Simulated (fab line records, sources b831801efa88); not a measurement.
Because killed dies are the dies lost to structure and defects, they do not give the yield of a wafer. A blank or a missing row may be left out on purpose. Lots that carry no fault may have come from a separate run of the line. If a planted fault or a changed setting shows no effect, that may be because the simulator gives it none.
2 desks looking at one fault / flow sky130 / each desk has only its own numbers; what lay behind them comes last

TOOL OWNER'S DESK, pvdSputter-04
The tool's own readings at SKY_CONTACT_SPUTTER_23 (material TiN, target thk 20 nm, time 80 s): means of the sampled wafers that have a number, for each lot that ran on this tool. If a lot's mean is further than 4 standard deviations from the usual mean, the lot is out of limits and carries the mark OUT (the distance appears in the brackets).
Columns: A = throttleValvePct at SKY_CONTACT_SPUTTER_23, usual 29.9 %
lot=L840; first seen here=day 34 22:45; A=27.6
lot=L850; first seen here=day 37 18:49; A=28.7
lot=L854; first seen here=day 38 16:58; A=28.9
lot=L855; first seen here=day 38 22:53; A=28.5
Result from this desk: across the 4 lots, nothing is out of limits.

FROM THE METROLOGY DESK
What the gauges read, lot by lot, whatever tool the lot ran on: means of the sampled wafers that have a number. If a lot's mean is further than 4 standard deviations from the usual mean, the lot is out of limits and carries the mark OUT (the distance appears in the brackets).
Columns: A = cdNm at SKY_CONTACT_CD_MEAS_14, usual 169.9 nm; B = CONTACT_OVL at SKY_CONTACT_OVL_MEAS_15, usual -1 nm
lot=L835; first seen here=day 32 15:32; A=169.6; B=11
lot=L840; first seen here=day 34 21:50; A=168.5; B=0
lot=L844; first seen here=day 35 15:05; A=169.0; B=4
lot=L850; first seen here=day 37 17:54; A=170.1; B=2
lot=L852; first seen here=day 37 23:44; A=171.3; B=-7
lot=L854; first seen here=day 38 16:08; A=169.1; B=6
lot=L855; first seen here=day 38 22:02; A=169.7; B=1
Result from this desk: across the 7 lots, nothing is out of limits.

BROUGHT TOGETHER
The desk of the tool owner found nothing out of limits.
The metrology desk saw nothing out of limits.

WHAT THE SIMULATOR PUT IN
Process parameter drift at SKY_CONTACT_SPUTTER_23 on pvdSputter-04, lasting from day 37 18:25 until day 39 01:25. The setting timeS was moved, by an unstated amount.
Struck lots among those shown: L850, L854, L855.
